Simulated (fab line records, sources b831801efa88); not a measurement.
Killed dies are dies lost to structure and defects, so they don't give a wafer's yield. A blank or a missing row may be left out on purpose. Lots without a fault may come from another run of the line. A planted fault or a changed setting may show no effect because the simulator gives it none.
Chamber matching | flow gf180mcu | GF_CONTACT_CMP_27 on cmp-02: 4 sister chambers
The step polishes, stops on SiO2, t overpolish 15 s, target thk 0 nm. 22 wafers are shown with their chamber, then 11 later ones without.

WAFERS WITH THEIR CHAMBER
wafer  | chamber | motor_current_A (A)
L431.3 | 0       | 12.0
L431.4 | 2       | 10.0
L431.5 | 3       | 10.8
L434.1 | 2       | 10.1
L434.3 | 3       | 12.4
L434.5 | 2       | 10.2
L433.2 | 3       | 11.7
L433.4 | 2       | 10.5
L433.6 | 1       | 12.8
L435.2 | 0       | 12.1
L435.4 | 1       | 12.8
L435.5 | 0       | 12.0
L436.1 | 1       | 13.0
L436.4 | 3       | 11.0
L436.6 | 2       | 10.6
L437.3 | 2       | 10.5
L437.5 | 2       | 10.2
L437.6 | 1       | 13.1
L440.3 | 1       | 13.0
L440.4 | 3       | 10.8
L440.5 | 1       | 12.8
L443.1 | 2       | 10.2

SIGNATURES (means of the wafers above)
reading         | chamber 0 | chamber 1 | chamber 2 | chamber 3 | scatter within a chamber
motor_current_A | 12.033    | 12.917    | 10.287    | 11.340    | 0.363
Rule: a wafer's distance from a chamber is the root of the sum, over the readings, of the square of ((its reading less the chamber's mean) divided by the reading's scatter). The wafer belongs to the nearest chamber; if the next one is less than 2 further off, it can't be placed. The scatter: the root of (the sum of the squares of (reading less its chamber's mean) over the shown wafers, divided by (wafers less chambers)).

WAFERS WITHOUT THEIR CHAMBER
wafer  | motor_current_A (A)
L443.2 | 11.4
L443.5 | 10.3
L452.1 | 12.8
L452.2 | 9.8
L452.6 | 10.2
L453.1 | 9.4
L453.2 | 12.5
L453.4 | 12.7
L454.1 | 9.9
L454.2 | 12.0
L454.3 | 11.4

WHICH CHAMBER EACH WENT THROUGH
wafer  | from the rows above     | in truth
L443.2 | can't be placed: 3 or 0 | 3
L443.5 | 2                       | 2
L452.1 | can't be placed: 1 or 0 | 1
L452.2 | 2                       | 2
L452.6 | 2                       | 2
L453.1 | 2                       | 2
L453.2 | can't be placed: 1 or 0 | 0
L453.4 | can't be placed: 1 or 0 | 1
L454.1 | 2                       | 2
L454.2 | can't be placed: 0 or 3 | 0
L454.3 | can't be placed: 3 or 0 | 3
Placed correctly: 5 of 11. Can't be placed from these rows: 6 (the true chamber is among the candidates in 6). Placed wrongly: 0.
